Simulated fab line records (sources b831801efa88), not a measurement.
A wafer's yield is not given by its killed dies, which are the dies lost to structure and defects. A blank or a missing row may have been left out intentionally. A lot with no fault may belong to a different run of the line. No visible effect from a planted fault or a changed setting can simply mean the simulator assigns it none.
Chamber matching -- flow gf180mcu -- GF_CONTACT_CMP_27 on cmp-01 has 4 sister chambers
The step polishes, stops on SiO2, t overpolish 15 s, target thk 0 nm. 18 wafers are shown with their chamber, then 9 later ones without.

== EACH WAFER AND ITS CHAMBER ==
wafer,chamber,motorCurrentA (A),timeToEndpointS (s),overpolishRunS (s)
L819.2,1,10.7,73.0,15.005
L819.5,1,10.2,76.9,15.010
L819.6,0,10.4,76.7,14.988
L825.2,0,9.8,73.9,14.997
L825.4,2,11.5,72.5,14.977
L825.6,2,11.7,73.3,15.003
L827.1,0,9.3,75.3,15.008
L827.3,3,9.8,73.4,14.997
L827.5,2,11.1,72.9,15.009
L830.2,2,11.1,73.6,14.992
L830.4,0,10.0,75.2,14.992
L830.6,0,9.9,76.5,15.005
L833.2,0,9.6,79.3,14.985
L833.3,3,10.5,74.7,14.990
L833.6,3,10.5,71.9,14.990
L835.1,3,11.0,70.4,15.008
L835.4,1,10.7,75.1,15.015
L835.5,3,9.8,75.9,15.000

SIGNATURES (averages over the wafers above)
reading,chamber 0,chamber 1,chamber 2,chamber 3,scatter within a chamber
motorCurrentA,9.833,10.533,11.350,10.320,0.396
timeToEndpointS,76.150,75.000,73.075,73.260,1.78
overpolishRunS,14.99583,15.01000,14.99525,14.99700,0.00963
Rule: a wafer's distance from a chamber is the root of the sum, over the readings, of the square of ((its reading less the chamber's mean) divided by the reading's scatter). The wafer belongs to the nearest chamber; if the next one is less than 2 further off, it can't be placed. How the scatter is found: for the shown wafers, subtract from each reading the mean of its chamber, square and add these, divide the total by (wafers less chambers), then take the root.

== WAFERS WITHOUT THEIR CHAMBER ==
wafer,motorCurrentA (A),timeToEndpointS (s),overpolishRunS (s)
L840.2,10.9,75.1,14.991
L840.3,11.5,70.9,15.007
L840.4,10.2,73.3,14.989
L841.1,10.6,69.1,15.001
L841.2,11.0,65.1,14.999
L841.6,11.9,69.5,15.001
L842.1,10.5,65.9,15.007
L842.2,11.6,70.3,14.997
L842.4,10.5,66.3,15.007

== WHICH CHAMBER EACH WENT THROUGH ==
wafer,from the rows above,in truth
L840.2,can't be placed: 2 or 3 or 1 or 0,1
L840.3,can't be placed: 2 or 1 or 3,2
L840.4,can't be placed: 3 or 0 or 1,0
L841.1,can't be placed: 3 or 2 or 1 or 0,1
L841.2,can't be placed: 2 or 3 or 1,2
L841.6,2,2
L842.1,can't be placed: 3 or 2 or 1 or 0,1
L842.2,can't be placed: 2 or 3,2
L842.4,can't be placed: 3 or 2 or 1 or 0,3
Correct placement for 1 of the 9. Cannot be placed on the basis of these rows: 8; the candidates contain the true chamber in 8. Wrongly placed: 0.
